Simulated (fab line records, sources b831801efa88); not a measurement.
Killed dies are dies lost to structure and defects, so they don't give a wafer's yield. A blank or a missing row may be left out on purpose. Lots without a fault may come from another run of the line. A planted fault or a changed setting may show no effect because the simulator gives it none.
One fault seen from 2 desks | flow sfq_line | each desk has only its own numbers; what lay behind them comes last

THE METROLOGY DESK
What the gauges read, lot by lot, whatever tool the lot ran on: means of the sampled wafers that have a number. A lot is out of limits, marked OUT, if its mean lies more than 4 standard deviations from the usual mean; the brackets give that distance.
Columns: A = I1_BOW at SFQ_I1_BOW_MEAS_912, usual 4 um; B = I1_OVL at SFQ_I1_OVL_MEAS_913, usual -1 nm
lot  | first seen here | A | B
L355 | day 16 05:28    | 3 | 0
L364 | day 20 22:55    | 0 | 6
L366 | day 26 17:58    | 6 | 4
L367 | day 26 20:15    | 1 | -2
L373 | day 28 23:03    | 1 | -1
This desk's finding: nothing out of limits on any of the 5 lots.

THE TOOL OWNER'S DESK: rie_diel-01
The tool's own readings at SFQ_TRILAYER_I1_VIA_BARC_OPEN_VIA_ETCH_071 (etches BARC in O2, target depth 125 nm, time 41.7 s): means of the sampled wafers that have a number, for each lot that ran on this tool. A lot is out of limits, marked OUT, if its mean lies more than 4 standard deviations from the usual mean; the brackets give that distance.
Columns: A = drypump_motor_current_A at SFQ_TRILAYER_I1_VIA_BARC_OPEN_VIA_ETCH_071, usual 5.8 A; B = oes_product_au at SFQ_TRILAYER_I1_VIA_BARC_OPEN_VIA_ETCH_071, usual 0.685 a.u.; C = run_length_s at SFQ_TRILAYER_I1_VIA_BARC_OPEN_VIA_ETCH_071, usual 69.8 s
lot  | first seen here | A   | B     | C
L366 | day 27 01:44    | 5.7 | 0.678 | 70.7
L373 | day 35 15:17    | 5.4 | 0.685 | 70.2
This desk's finding: nothing out of limits on any of the 2 lots.

PUT TOGETHER
The metrology desk saw nothing out of limits.
The tool owner's desk saw nothing out of limits.

WHAT THE SIMULATOR HAD PUT IN
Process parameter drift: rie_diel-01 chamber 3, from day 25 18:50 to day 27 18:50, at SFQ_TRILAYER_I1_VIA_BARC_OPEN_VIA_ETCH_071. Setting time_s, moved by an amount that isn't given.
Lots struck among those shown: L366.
